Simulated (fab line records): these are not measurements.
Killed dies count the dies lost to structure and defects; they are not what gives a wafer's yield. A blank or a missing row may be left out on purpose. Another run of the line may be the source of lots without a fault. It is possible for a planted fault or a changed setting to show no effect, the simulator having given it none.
What tool caused it? / flow gf180mcu / 6 lots with 18 wafers sampled at 2 steps, on a route of 602 steps

== WHAT EACH GAUGE READ, for each wafer ==
GF_VT_IMPLANT_OVL_MEAS_18.
lot=L105; measured=day 7 04:58; on=overlay-02; VT_IMPLANT_01_OVL (nm)=-0.8 -1.2 1.2
lot=L108; measured=day 7 23:02; on=overlay-01; VT_IMPLANT_01_OVL (nm)=-1.4 -0.8 1.0
lot=L110; measured=day 8 10:30; on=overlay-02; VT_IMPLANT_01_OVL (nm)=0.0 0.2 0.5
lot=L113; measured=day 9 06:10; on=overlay-01; VT_IMPLANT_01_OVL (nm)=- - -
lot=L116; measured=day 9 22:11; on=overlay-02; VT_IMPLANT_01_OVL (nm)=-0.4 0.7 1.3
lot=L121; measured=day 11 06:31; on=overlay-02; VT_IMPLANT_01_OVL (nm)=0.6 0.4 1.3

== WHICH TOOL RAN EACH LOT (tool, then ch and the chambers of the sampled wafers, then the start) ==
lot=L105; GF_VT_IMPLANT_COAT_13=litho track-01 ch 0, day 6 20:14
lot=L108; GF_VT_IMPLANT_COAT_13=litho track-01 ch 0, day 7 15:10
lot=L110; GF_VT_IMPLANT_COAT_13=litho track-01 ch 0, day 8 02:17
lot=L113; GF_VT_IMPLANT_COAT_13=litho track-03, day 8 22:17
lot=L116; GF_VT_IMPLANT_COAT_13=litho track-01 ch 0, day 9 13:37
lot=L121; GF_VT_IMPLANT_COAT_13=litho track-01 ch 0, day 10 21:56
- GF_VT_IMPLANT_COAT_13: resist thk 1000 nm.

== THE ANSWER, worked out from the rows above alone ==
Rule: the usual values come from the lots themselves. The widest of any qualifying gaps counts: lots, ordered by their means at a reading, are off when they make up no more than a third of the lots, leave a main group of 4 or more, and stand apart from it by 3 or more times the standard deviation of that group's means. The tables above print the reading to a certain number of digits; a main group whose means all agree to those digits is not used. Also off: a lot with no number at a reading for which 4 or more lots have one. All remaining lots with rows at the step are treated as sound.
Off: at GF_VT_IMPLANT_OVL_MEAS_18 (VT_IMPLANT_01_OVL), L113. Without a number there: L113. The main group has a mean of 0.2 nm with a standard deviation of 0.45.
A tool fits if, at a process step before that reading, it ran every lot that is off, and no sound lot after the first of them. Gauges at GF_VT_IMPLANT_OVL_MEAS_18: tried the same way as those tools. Undecided on this evidence; 2 tools fit (litho track-03 at GF_VT_IMPLANT_COAT_13, overlay-01 at GF_VT_IMPLANT_OVL_MEAS_18).

== WHAT HAD BEEN PUT IN BY THE SIMULATOR ==
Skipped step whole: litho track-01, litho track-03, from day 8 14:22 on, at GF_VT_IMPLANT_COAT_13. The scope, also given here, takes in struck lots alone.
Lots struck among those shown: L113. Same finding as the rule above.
